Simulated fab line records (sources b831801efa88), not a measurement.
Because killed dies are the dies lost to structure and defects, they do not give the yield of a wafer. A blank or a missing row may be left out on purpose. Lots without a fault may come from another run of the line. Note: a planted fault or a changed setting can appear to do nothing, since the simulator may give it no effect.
Struck lot and sound lot, side by side    flow gf180mcu    17 out of 602 route steps
Sound: wafers L182.3, L182.4, L182.5. Struck: wafer L188.3. (L188.2 of the same lot was not struck and is left out.) The cause comes at the end.
At each step with rows: each side's tool, then ch and its chambers, then its first start. Under that, the readings that differ: sound wafers    struck wafers    difference of the means    sigmas: that difference in standard deviations of wafers without a fault.
alike: words and numbers the same on both sides, and readings whose means are apart by under 2 such deviations; not compared: readings that were withheld, readings missing a value for some wafer, numbers with overlapping values and no deviation given by the record, and bounds like >300 which may hide the same value.
Wherever a step has rows on one side only, a row that says differs or no value, or a row with sigmas, the two part there. Non-overlapping numbers with no deviation appear without sigmas and do not part them. A reading that every wafer of one side lacks parts them only if that side has two wafers or more.

first, 1 step without rows for these wafers: GF_STI_OXIDATION_01 (stabilise 600 s, purge 300 s, target thk 10 nm).
GF_STI_THK_MEAS_02:
  struck on film_metro-04, day 3 16:27; sound on film_metro-03, day 2 10:41
reading                 sound           struck  difference  sigmas
STI_OXIDATION_THK (nm)  9.77 9.68 9.82  10.35   +0.59       +3
then, 1 step without rows for these wafers: GF_STI_CVD_03 (deposits Si3N4 from DCS/NH3, target thk 207.16 nm, time 3551 s).
GF_STI_THK_MEAS_04:
  struck on film_metro-02, day 3 18:30; sound on film_metro-02, day 2 13:44
  alike: STI_CVD_03_THK
then, 7 steps without rows for these wafers: GF_STI_DEHYDRATE_05 (time 60 s); GF_STI_HMDS_06 (prime time 60 s); GF_STI_COAT_07 (resist thk 700 nm); GF_STI_SOFTBAKE_08 (time 60 s); GF_STI_EXPOSE_09 (exposes mask COMP, target cd 220 nm); GF_STI_PEB_10 (peb time 90 s); GF_STI_DEVELOP_11 (develop time 60 s).
GF_STI_CD_MEAS_12: target cd 220 nm.
  struck on cd_sem-01, day 4 06:36; sound on cd_sem-02, day 3 02:16
  alike: cd_nm
GF_STI_ETCH_13: etches the open film in CHF3/O2, stops on Si, target depth 282.31 nm, time 112.9 s.
  sound on rie_diel-04 ch 0,1,3, day 3 02:21; struck on rie_diel-01 ch 1, day 4 06:42
reading                               sound              struck  difference  sigmas
oes_product_au (a.u.)                 0.834 0.835 0.836  0.793   -0.042      -6
rf_fwd_power_W (W)                    598.7 597.5 596.3  602.3   +4.8        +3
throttle_valve_pct (%)                8.808 8.801 8.821  8.788   -0.022      -2
model.KrF_of_STI_COAT_07.thk_nm (nm)  438.8 441.2 444.5  411.8   -29.7       
  alike: drypump_motor_current_A
  not compared: rf_hours_counter_h
GF_STI_ETCH_14: etches Si in HBr/Cl2/O2, target depth 360 nm, time 102.9 s.
  sound on rie_si-01 ch 1,2, day 3 02:26; struck on rie_si-01 ch 2, day 4 06:47
reading                               sound              struck  difference  sigmas
model.KrF_of_STI_COAT_07.thk_nm (nm)  320.9 321.8 324.1  294.9   -27.4       
  alike: drypump_motor_current_A, oes_product_au, rf_fwd_power_W, throttle_valve_pct
  not compared: rf_hours_counter_h
GF_STI_STRIP_15: strips in O2/N2.
  sound on plasma_asher-01 ch 0,1, day 3 02:32; struck on plasma_asher-02 ch 0, day 4 06:51
reading                       sound              struck  difference  sigmas
oes_product_au (a.u.)         0.391 0.377 0.392  0.370   -0.017      -3
strip_time_to_endpoint_s (s)  3.74 3.75 3.77     3.47    -0.28       -6
  alike: drypump_motor_current_A, heater_power_w
  not compared: rf_hours_counter_h
then, 1 step without rows for these wafers: GF_STI_CLEAN_16 (cleans in dHF, time 25 s).
GF_PASSIVATION_PROBE_99:
  the record holds rows for the sound wafers here (prober-01, day 30 07:19) but none for the struck ones

## WHERE THEY PART
First at GF_STI_THK_MEAS_02; last, within this record, at GF_PASSIVATION_PROBE_99.

WHY: whatever the simulator had introduced
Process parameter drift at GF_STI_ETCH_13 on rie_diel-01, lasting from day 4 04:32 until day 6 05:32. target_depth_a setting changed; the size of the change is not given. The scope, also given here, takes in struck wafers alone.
